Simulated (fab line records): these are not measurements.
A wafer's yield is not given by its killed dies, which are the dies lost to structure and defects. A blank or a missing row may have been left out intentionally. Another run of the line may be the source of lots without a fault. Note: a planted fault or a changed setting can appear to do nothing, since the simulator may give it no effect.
fab line records + flow sky130
record:
- lots: 12
- wafers: 36
- last-day: 50
route steps=708 shown VT_ADJUST_LVTN@115 LDD_N@246 LI_CONTACT@386 CONTACT@407
lots untouched by any fault: they come from a run of this same line in which no faults occurred
start-h: start of the lot's first displayed wafer, in hours after the record's first day + wait-h: hours elapsed since this lot's preceding step + " identical to the entry in the row above + L1.1+2: one row covering several wafers at once + - no value, or no start was given + * or withheld: withheld + < > ~ a bound
route shown NAME@n: a module of which the file shows steps, and the number in the route of the first + usual: mean/standard deviation taken from wafers without a fault + same: alike in all rows + chamber/n: place in a boat + sites: per-site readings + _std_site: standard deviation of those values + _edge_site: inner sites' mean taken away from outer sites' mean + radius-mm: how far each site lies from the wafer's centre + mask NAME#n: copy n + behind: the tool/chamber that last shaped the wafer + hold: reason for holding the lot/hours on hold/outcome of the hold + device: which transistor (n, p or np) failed to switch + end of line: the route-end tests of the same wafers + step lacking rows: just its recipe + killed: the dies lost at the first sort to structure and to defects; this is not the yield of the wafer + map: a wafer's dies, x killed, . not, _ none there
set.NAME: the setting the step ran with; set.NAME@STEP: the setting that earlier step ran with + model.NAME: the simulator's own value behind a step, which no gauge read
the route's steps for a sample of lots (tables are steps, rows are wafers)
services: the hour from which a tool's chamber was out of use, counted from the record's first day as start-h (under 0 if before that day), plus the number of hours and why
== steps ==
step: SKY_VT_ADJUST_LVTN_OVL_MEAS_18
usual:
- VT_ADJUST_LVTN_01_OVL: 1.7/1.5
| lot.wafer | tool       | chamber | start-h | wait-h | VT_ADJUST_LVTN_01_OVL[nm] |
|-----------|------------|---------|---------|--------|---------------------------|
| L473.2    | overlay-01 | -       | 175.75  | 0.1    | 1.8                       |
| L473.3    | "          | -       | "       | "      | 3.3                       |
| L473.6    | "          | -       | "       | "      | 2.9                       |
| L478.1    | overlay-01 | -       | 214.87  | 0.1    | 2.2                       |
| L478.3    | "          | -       | "       | "      | 2.8                       |
| L478.5    | "          | -       | "       | "      | 2.0                       |
| L479.2    | overlay-01 | -       | 230.63  | 0.1    | 2.4                       |
| L479.3    | "          | -       | "       | "      | 4.6                       |
| L479.4    | "          | -       | "       | "      | 2.7                       |
| L480.2    | overlay-02 | -       | 236.75  | 0.1    | 2.8                       |
| L480.5    | "          | -       | "       | "      | 2.8                       |
| L480.6    | "          | -       | "       | "      | 2.5                       |
| L486.1    | overlay-02 | -       | 280.02  | 0.1    | 3.4                       |
| L486.4    | "          | -       | "       | "      | 2.2                       |
| L486.5    | "          | -       | "       | "      | 2.9                       |
| L485.3    | overlay-02 | -       | 281.64  | 0.1    | 3.4                       |
| L485.5    | "          | -       | "       | "      | 1.5                       |
| L485.6    | "          | -       | "       | "      | 4.3                       |
| L487.2    | overlay-02 | -       | 286.84  | 0.1    | 2.4                       |
| L487.4    | "          | -       | "       | "      | 4.2                       |
| L487.5    | "          | -       | "       | "      | 2.5                       |
| L488.1    | overlay-01 | -       | 289.74  | 0.1    | -0.3                      |
| L488.3    | "          | -       | "       | "      | -2.3                      |
| L488.5    | "          | -       | "       | "      | -0.9                      |
| L489.3    | overlay-02 | -       | 293.84  | 0.1    | 1.6                       |
| L489.4    | "          | -       | "       | "      | 1.3                       |
| L489.5    | "          | -       | "       | "      | 1.0                       |
| L490.1    | overlay-02 | -       | 295.43  | 0.1    | 2.0                       |
| L490.2    | "          | -       | "       | "      | 0.7                       |
| L490.5    | "          | -       | "       | "      | -0.2                      |
| L492.1    | overlay-02 | -       | 316.39  | 0.1    | 1.5                       |
| L492.3    | "          | -       | "       | "      | 2.4                       |
| L492.4    | "          | -       | "       | "      | 0.7                       |
| L493.1    | overlay-01 | -       | 326.52  | 0.1    | 0.7                       |
| L493.2    | "          | -       | "       | "      | 1.4                       |
| L493.5    | "          | -       | "       | "      | 1.7                       |
step: SKY_LDD_N_IMPLANT_09
recipe:
- species: As
- energy-kev: 20
- dose-cm2: 7.5e+13
- tilt-deg: withheld
- rotation-deg: 113
usual:
- beam-energy-keV: 20.000/0.0064
- dose-ions-cm2: 7.501e+13/7.2e+10
- faraday-current-uA: 423/8.4
| lot.wafer | tool         | chamber | start-h | wait-h | beam-energy-keV | dose-ions-cm2 | faraday-current-uA |
|-----------|--------------|---------|---------|--------|-----------------|---------------|--------------------|
| L473.2    | implanter-04 | 0       | 420.13  | 0.1    | 20.003          | 7.515e+13     | 415                |
| L473.3    | "            | 0       | "       | "      | 20.001          | 7.502e+13     | 420                |
| L473.6    | "            | 0       | "       | "      | 20.005          | 7.492e+13     | 425                |
| L478.1    | implanter-02 | 0       | 470.71  | 0.1    | 19.993          | 1.16e+13      | 69                 |
| L478.3    | "            | 0       | "       | "      | 20.001          | 1.16e+13      | 62                 |
| L478.5    | "            | 0       | "       | "      | 19.992          | 1.147e+13     | 67                 |
| L479.2    | implanter-02 | 0       | 495.10  | 0.1    | 19.992          | 1.153e+13     | 66                 |
| L479.3    | "            | 0       | "       | "      | 19.990          | 1.167e+13     | 65                 |
| L479.4    | "            | 0       | "       | "      | 19.992          | 1.156e+13     | 64                 |
| L480.2    | implanter-04 | 0       | 500.78  | 0.1    | 19.996          | 7.507e+13     | 423                |
| L480.5    | "            | 0       | "       | "      | 20.001          | 7.491e+13     | 429                |
| L480.6    | "            | 0       | "       | "      | 20.004          | 7.491e+13     | 421                |
| L485.3    | implanter-02 | 0       | 556.97  | 0.1    | 19.996          | 7.49e+13      | 413                |
| L485.5    | "            | 0       | "       | "      | 19.996          | 7.5e+13       | 433                |
| L485.6    | "            | 0       | "       | "      | 19.989          | 7.486e+13     | 437                |
| L486.1    | implanter-03 | 0       | 558.31  | 0.1    | 20.002          | 7.492e+13     | 428                |
| L486.4    | "            | 0       | "       | "      | 19.996          | 7.519e+13     | 420                |
| L486.5    | "            | 0       | "       | "      | 19.995          | 7.503e+13     | 415                |
| L487.2    | implanter-02 | 0       | 560.65  | 0.1    | 20.000          | 7.497e+13     | 413                |
| L487.4    | "            | 0       | "       | "      | 20.015          | 7.498e+13     | 428                |
| L487.5    | "            | 0       | "       | "      | 20.007          | 7.51e+13      | 409                |
| L488.1    | implanter-04 | 0       | 566.08  | 0.1    | 20.000          | 7.507e+13     | 424                |
| L488.3    | "            | 0       | "       | "      | 19.996          | 7.507e+13     | 421                |
| L488.5    | "            | 0       | "       | "      | 19.998          | 7.505e+13     | 420                |
| L489.3    | implanter-02 | 0       | 570.47  | 0.1    | 19.998          | 7.512e+13     | 433                |
| L489.4    | "            | 0       | "       | "      | 19.997          | 7.511e+13     | 422                |
| L489.5    | "            | 0       | "       | "      | 20.009          | 7.502e+13     | 436                |
| L490.1    | implanter-02 | 0       | 574.32  | 0.1    | 19.990          | 7.5e+13       | 440                |
| L490.2    | "            | 0       | "       | "      | 19.997          | 7.491e+13     | 433                |
| L490.5    | "            | 0       | "       | "      | 20.005          | 7.5e+13       | 423                |
| L492.1    | implanter-04 | 0       | 597.72  | 0.1    | 20.006          | 7.507e+13     | 431                |
| L492.3    | "            | 0       | "       | "      | 20.001          | 7.514e+13     | 424                |
| L492.4    | "            | 0       | "       | "      | 20.008          | 7.512e+13     | 418                |
| L493.1    | implanter-04 | 0       | 616.98  | 0.1    | 19.996          | 7.502e+13     | 421                |
| L493.2    | "            | 0       | "       | "      | 20.005          | 7.499e+13     | 415                |
| L493.5    | "            | 0       | "       | "      | 19.994          | 7.499e+13     | 425                |
step: SKY_LDD_N_STRIP_16
recipe:
- chemistry: O2/N2
- power-w: 1400
- pressure-mtorr: 1500
- platen-temp-c: withheld
- o2-flow-sccm: 3000
- n2-flow-sccm: 300
- overash-fraction: 0.5
usual:
- drypump-motor-current-A: 5.7/0.36
- oes-product-au: 0.407/0.0047
- strip-time-to-endpoint-s: 4.318/0.015
| lot.wafer | tool            | chamber | start-h | wait-h | drypump-motor-current-A | oes-product-au | rf-hours-counter-h | strip-time-to-endpoint-s |
|-----------|-----------------|---------|---------|--------|-------------------------|----------------|--------------------|--------------------------|
| L473.2    | plasma-asher-01 | 1       | 421.16  | 0.1    | 5.1                     | 0.408          | 62                 | 4.333                    |
| L473.3    | "               | 0       | "       | "      | 5.9                     | 0.409          | -                  | 4.324                    |
| L473.6    | "               | 1       | "       | "      | 5.1                     | 0.411          | -                  | 4.329                    |
| L478.1    | plasma-asher-03 | 0       | 471.76  | 0.1    | 6.2                     | 0.409          | 81                 | 4.166                    |
| L478.3    | "               | 0       | "       | "      | 6.2                     | 0.410          | -                  | 4.145                    |
| L478.5    | "               | 1       | "       | "      | 5.7                     | 0.398          | -                  | 4.165                    |
| L479.2    | plasma-asher-02 | 1       | 496.12  | 0.1    | 5.9                     | 0.407          | 37                 | 4.180                    |
| L479.3    | "               | 0       | "       | "      | 5.3                     | 0.413          | -                  | 4.173                    |
| L479.4    | "               | 1       | "       | "      | 5.9                     | 0.405          | -                  | 4.153                    |
| L480.2    | plasma-asher-03 | 1       | 501.81  | 0.1    | 5.7                     | 0.402          | 84                 | 4.296                    |
| L480.5    | "               | 0       | "       | "      | 6.2                     | 0.404          | -                  | 4.306                    |
| L480.6    | "               | 1       | "       | "      | 5.7                     | 0.408          | -                  | 4.293                    |
| L485.3    | plasma-asher-02 | 1       | 558.01  | 0.1    | 5.9                     | 0.409          | -                  | 4.323                    |
| L485.5    | "               | 0       | "       | "      | 5.3                     | 0.400          | -                  | 4.303                    |
| L485.6    | "               | 1       | "       | "      | 5.9                     | 0.414          | -                  | 4.317                    |
| L486.1    | plasma-asher-02 | 1       | 559.36  | 0.1    | 5.9                     | 0.412          | 44                 | 4.328                    |
| L486.4    | "               | 1       | "       | "      | 5.9                     | 0.414          | -                  | 4.321                    |
| L486.5    | "               | 1       | "       | "      | 5.9                     | 0.407          | -                  | 4.341                    |
| L487.2    | plasma-asher-01 | 0       | 561.68  | 0.1    | 5.9                     | 0.412          | 77                 | 4.296                    |
| L487.4    | "               | 1       | "       | "      | 5.1                     | 0.408          | -                  | 4.307                    |
| L487.5    | "               | 1       | "       | "      | 5.1                     | 0.403          | -                  | 4.302                    |
| L488.1    | plasma-asher-01 | 1       | 567.13  | 0.1    | 5.1                     | 0.407          | 78                 | 4.303                    |
| L488.3    | "               | 0       | "       | "      | 5.8                     | 0.406          | -                  | 4.314                    |
| L488.5    | "               | 0       | "       | "      | 5.9                     | 0.403          | -                  | 4.306                    |
| L489.3    | plasma-asher-03 | 0       | 571.51  | 0.1    | 6.2                     | 0.408          | -                  | 4.322                    |
| L489.4    | "               | 1       | "       | "      | 5.7                     | 0.406          | -                  | 4.340                    |
| L489.5    | "               | 0       | "       | "      | 6.1                     | 0.405          | -                  | 4.349                    |
| L490.1    | plasma-asher-02 | 1       | 575.37  | 0.1    | 5.9                     | 0.407          | 46                 | 4.336                    |
| L490.2    | "               | 0       | "       | "      | 5.3                     | 0.403          | 46                 | 4.338                    |
| L490.5    | "               | 0       | "       | "      | 5.3                     | 0.408          | -                  | 4.344                    |
| L492.1    | plasma-asher-02 | 0       | 598.77  | 0.1    | 5.3                     | 0.415          | 48                 | 4.325                    |
| L492.3    | "               | 0       | "       | "      | 5.3                     | 0.407          | -                  | 4.315                    |
| L492.4    | "               | 1       | "       | "      | 5.9                     | 0.411          | -                  | 4.327                    |
| L493.1    | plasma-asher-02 | 1       | 618.03  | 0.1    | 5.9                     | 0.410          | 50                 | 4.317                    |
| L493.2    | "               | 0       | "       | "      | 5.3                     | 0.408          | 50                 | 4.290                    |
| L493.5    | "               | 1       | "       | "      | 5.9                     | 0.403          | -                  | 4.324                    |
step: SKY_LI_CONTACT_CMP_24
recipe:
- stop-on: PSG
- t-overpolish-s: 20
- down-force-psi: 3.5
- platen-rpm: 60
- target-thk-nm: 0
- pad-velocity-m-s: 0.94248
usual:
- motor-current-A: 11.3/1.1
- overpolish-run-s: 20.001/0.0089
- time-to-endpoint-s: 95.8/2.8
| lot.wafer | tool   | chamber | start-h | wait-h | motor-current-A | overpolish-run-s | time-to-endpoint-s |
|-----------|--------|---------|---------|--------|-----------------|------------------|--------------------|
| L473.2    | cmp-01 | 2       | 693.09  | 0.1    | 12.1            | 20.000           | 90.9               |
| L473.3    | "      | 0       | "       | "      | 10.7            | 19.997           | 98.5               |
| L473.6    | "      | 1       | "       | "      | 11.4            | 20.010           | 92.0               |
| L478.1    | cmp-01 | 3       | 738.44  | 0.1    | 11.5            | 20.002           | 94.7               |
| L478.3    | "      | 1       | "       | "      | 11.9            | 20.019           | 88.5               |
| L478.5    | "      | 2       | "       | "      | 12.6            | 20.007           | 91.0               |
| L479.4    | cmp-02 | 2       | 761.06  | 0.0    | 11.5            | 20.004           | 91.8               |
| L479.2    | "      | 0       | "       | "      | 12.6            | 20.005           | 93.8               |
| L479.3    | "      | 1       | "       | "      | 10.2            | 20.001           | 93.5               |
| L480.2    | cmp-01 | 3       | 765.57  | 0.1    | 10.4            | 20.002           | 98.4               |
| L480.6    | "      | 1       | "       | "      | 12.0            | 20.002           | 96.8               |
| L480.5    | "      | 2       | "       | "      | 12.5            | 19.991           | 93.8               |
| L485.3    | cmp-01 | 2       | 816.17  | 0.1    | 13.6            | 19.996           | 96.8               |
| L485.5    | "      | 0       | "       | "      | 10.9            | 20.005           | 97.1               |
| L485.6    | "      | 1       | "       | "      | 10.8            | 20.013           | 92.6               |
| L486.4    | cmp-02 | 2       | 817.12  | 0.1    | 12.5            | 20.012           | 90.8               |
| L486.1    | "      | 0       | "       | "      | 12.4            | 20.004           | 91.3               |
| L486.5    | "      | 2       | "       | "      | 12.0            | 20.011           | 97.0               |
| L487.4    | cmp-02 | 3       | 819.86  | 0.1    | 10.2            | 20.015           | 93.7               |
| L487.2    | "      | 1       | "       | "      | 9.7             | 20.005           | 94.8               |
| L487.5    | "      | 3       | "       | "      | 9.8             | 20.006           | 96.5               |
| L488.1    | cmp-01 | 1       | 821.22  | 0.1    | 12.0            | 19.986           | 93.3               |
| L488.3    | "      | 2       | "       | "      | 12.3            | 19.988           | 96.1               |
| L488.5    | "      | 1       | "       | "      | 11.0            | 20.008           | 95.8               |
| L489.3    | cmp-01 | 2       | 825.92  | 0.0    | 13.0            | 19.993           | 99.2               |
| L489.4    | "      | 1       | "       | "      | 11.9            | 20.004           | 96.8               |
| L489.5    | "      | 3       | "       | "      | 10.6            | 20.000           | 98.8               |
| L490.1    | cmp-02 | 2       | 830.92  | 0.1    | 12.2            | 20.013           | 89.5               |
| L490.2    | "      | 3       | "       | "      | 9.7             | 19.991           | 94.3               |
| L490.5    | "      | 2       | "       | "      | 12.0            | 20.001           | 89.9               |
| L492.3    | cmp-01 | 1       | 856.41  | 0.0    | 11.3            | 20.018           | 94.1               |
| L492.1    | "      | 2       | "       | "      | 13.1            | 19.984           | 98.1               |
| L492.4    | "      | 3       | "       | "      | 11.3            | 20.011           | 100.5              |
| L493.1    | cmp-01 | 2       | 872.15  | 0.1    | 13.3            | 20.001           | 97.1               |
| L493.2    | "      | 3       | "       | "      | 11.4            | 19.996           | 97.3               |
| L493.5    | "      | 2       | "       | "      | 12.9            | 19.995           | 94.0               |
step: SKY_CONTACT_THK_MEAS_01
recipe:
- reads: Si3N4_of_CONTACT_CVD_00
usual:
- CONTACT_CVD_00_THK: 75.3/0.9
| lot.wafer | tool          | chamber | start-h | wait-h | CONTACT_CVD_00_THK[nm] |
|-----------|---------------|---------|---------|--------|------------------------|
| L473.2    | film-metro-01 | -       | 721.57  | -      | 74.7                   |
| L473.3    | "             | -       | "       | "      | 74.0                   |
| L473.6    | "             | -       | "       | "      | 76.2                   |
| L478.1    | film-metro-03 | -       | 766.72  | -      | 75.2                   |
| L478.3    | "             | -       | "       | "      | 74.4                   |
| L478.5    | "             | -       | "       | "      | 75.5                   |
| L479.2    | film-metro-03 | -       | 789.61  | -      | 73.7                   |
| L479.3    | "             | -       | "       | "      | 74.6                   |
| L479.4    | "             | -       | "       | "      | 76.1                   |
| L480.2    | film-metro-02 | -       | 792.95  | -      | 74.2                   |
| L480.5    | "             | -       | "       | "      | 75.6                   |
| L480.6    | "             | -       | "       | "      | 75.4                   |
| L485.3    | film-metro-03 | -       | 843.82  | -      | 76.2                   |
| L485.5    | "             | -       | "       | "      | 75.9                   |
| L485.6    | "             | -       | "       | "      | 76.2                   |
| L486.1    | film-metro-03 | -       | 844.70  | -      | 75.0                   |
| L486.4    | "             | -       | "       | "      | 76.0                   |
| L486.5    | "             | -       | "       | "      | 75.5                   |
| L487.2    | film-metro-03 | -       | 847.75  | -      | 73.7                   |
| L487.4    | "             | -       | "       | "      | 74.9                   |
| L487.5    | "             | -       | "       | "      | 75.2                   |
| L488.1    | film-metro-02 | -       | 849.23  | -      | 75.0                   |
| L488.3    | "             | -       | "       | "      | 76.1                   |
| L488.5    | "             | -       | "       | "      | 74.7                   |
| L489.3    | film-metro-03 | -       | 853.24  | -      | 74.5                   |
| L489.4    | "             | -       | "       | "      | 76.1                   |
| L489.5    | "             | -       | "       | "      | 76.0                   |
| L490.1    | film-metro-03 | -       | 858.81  | -      | 74.2                   |
| L490.2    | "             | -       | "       | "      | 73.9                   |
| L490.5    | "             | -       | "       | "      | 74.7                   |
| L492.1    | film-metro-01 | -       | 883.16  | -      | 74.5                   |
| L492.3    | "             | -       | "       | "      | 75.4                   |
| L492.4    | "             | -       | "       | "      | 74.8                   |
| L493.1    | film-metro-02 | -       | 898.83  | -      | 73.4                   |
| L493.2    | "             | -       | "       | "      | 74.1                   |
| L493.5    | "             | -       | "       | "      | 76.1                   |
== services ==
| tool            | chamber | start-h | hours | kind   |
|-----------------|---------|---------|-------|--------|
| cmp-01          | -       | 404.00  | 4.0   | pm     |
| implanter-02    | -       | 430.47  | 1.8   | repair |
| cmp-01          | -       | 454.22  | 9.7   | pm     |
| cmp-01          | -       | 471.35  | 0.4   | repair |
| implanter-04    | -       | 472.39  | 4.4   | repair |
| cmp-01          | -       | 493.00  | 2.0   | repair |
| plasma-asher-02 | -       | 533.13  | 1.2   | repair |
| implanter-02    | -       | 539.62  | 1.8   | repair |
| cmp-01          | -       | 542.45  | 0.7   | repair |
| cmp-01          | -       | 543.61  | 1.2   | repair |
| cmp-01          | -       | 563.65  | 0.9   | repair |
| implanter-02    | -       | 584.49  | 3.0   | repair |
| cmp-01          | -       | 589.14  | 0.6   | repair |
| plasma-asher-02 | -       | 614.61  | 1.3   | repair |
| cmp-01          | -       | 667.75  | 0.3   | repair |
| cmp-01          | -       | 678.23  | 1.8   | repair |
| cmp-01          | -       | 683.29  | 1.5   | repair |
| plasma-asher-02 | -       | 683.36  | 1.3   | repair |
| cmp-01          | -       | 691.66  | 0.7   | repair |
| cmp-01          | -       | 707.12  | 8.6   | pm     |
| cmp-01          | -       | 744.00  | 4.0   | pm     |
| implanter-02    | -       | 797.04  | 4.0   | pm     |
| implanter-02    | -       | 802.39  | 5.2   | repair |
| cmp-01          | -       | 834.46  | 2.1   | repair |
== key ==
first-sign:
- step: SKY_LDD_N_IMPLANT_09
- reading: dose-ions-cm2
- direction: down
- sigmas: 99+
- usual: *
- struck: *
effect:
- step: SKY_LDD_N_IMPLANT_09
- reading: faraday-current-uA
- direction: down
- sigmas: 42
- usual: 423
- struck: 65
effect:
- step: SKY_LDD_N_STRIP_16
- reading: strip-time-to-endpoint-s
- direction: down
- sigmas: 10
- usual: *
- struck: *
met-at SKY_LDD_N_IMPLANT_09
struck-lots L478,L479
tester-left-out L478,L479
not-acting-at SKY_VT_ADJUST_LVTN_OVL_MEAS_18,SKY_LI_CONTACT_CMP_24,SKY_CONTACT_THK_MEAS_01
fault:
- kind: process-parameter-drift
- tool: implanter-02
- chamber: -
- onset-h: 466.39
- steps: SKY_LDD_N_IMPLANT_09
- channel: dose-cm2
- offset: *
- shape: step
- end-h: 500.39
- acts-in: *
- stated: *
tester-left-out: of these lots the tester's yield and bins aren't shown, on N5 and GAA mostly nor the transistor test; their killed dies are dies lost to structure and defects alone, not to doping, threshold or leakage, so they don't give the yield
